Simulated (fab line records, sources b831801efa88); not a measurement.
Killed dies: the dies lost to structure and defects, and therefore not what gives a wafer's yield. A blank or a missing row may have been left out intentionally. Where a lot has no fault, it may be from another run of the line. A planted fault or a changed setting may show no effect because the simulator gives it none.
What tool caused it?    flow gf180mcu    6 lots with 18 wafers sampled at 2 steps, on a route of 602 steps

WHAT THE GAUGES SHOWED, per wafer
GF_NWELL_OVL_MEAS_07.
lot   measured     on          NWELL_OVL (nm)
L198  day 3 20:21  overlay-02  0.9 0.4 0.7
L201  day 4 09:25  overlay-01  1.0 -0.8 -0.6
L204  day 5 02:31  overlay-01  0.5 1.4 2.1
L213  day 7 03:33  overlay-02  54.1 53.5 53.8 53.8 53.9 53.9
L215  day 7 14:09  overlay-01  55.1 55.8 54.8 55.5 56.4 55.4
L218  day 8 06:02  overlay-01  55.2 56.6 56.4 55.1 56.8 56.6

EACH LOT AND THE TOOL THAT RAN IT (in order: tool; ch and the chambers of the sampled wafers; start)
lot   GF_NWELL_EXPOSE_04
L198  iline stepper-01 ch 0, day 3 14:06
L201  iline stepper-01 ch 0, day 4 03:34
L204  iline stepper-02 ch 0, day 4 19:53
L213  iline stepper-01 ch 0, day 6 19:59
L215  iline stepper-01 ch 0, day 7 06:26
L218  iline stepper-01 ch 0, day 7 22:15
- GF_NWELL_EXPOSE_04: exposes mask Nwell, target cd 860 nm.

THE ANSWER, worked out from the rows above alone
Rule: the lots themselves supply what counts as usual. Put in order of their means at a reading, lots are off if they are a third of the lots or fewer, leave a main group of 4 or more, and stand apart from it by a gap of 3 or more times the standard deviation of the main group's means; of several such gaps the widest counts. If all means in a main group match to the digits the tables above print for the reading, that group is not used. A lot without any number at a reading at which 4 lots or more have one is off too. Where the step has rows for the other lots, those lots are counted as sound.
Across all readings shown, no lot is off: no conclusion can be drawn from this.

WHAT HAD BEEN PUT IN BY THE SIMULATOR
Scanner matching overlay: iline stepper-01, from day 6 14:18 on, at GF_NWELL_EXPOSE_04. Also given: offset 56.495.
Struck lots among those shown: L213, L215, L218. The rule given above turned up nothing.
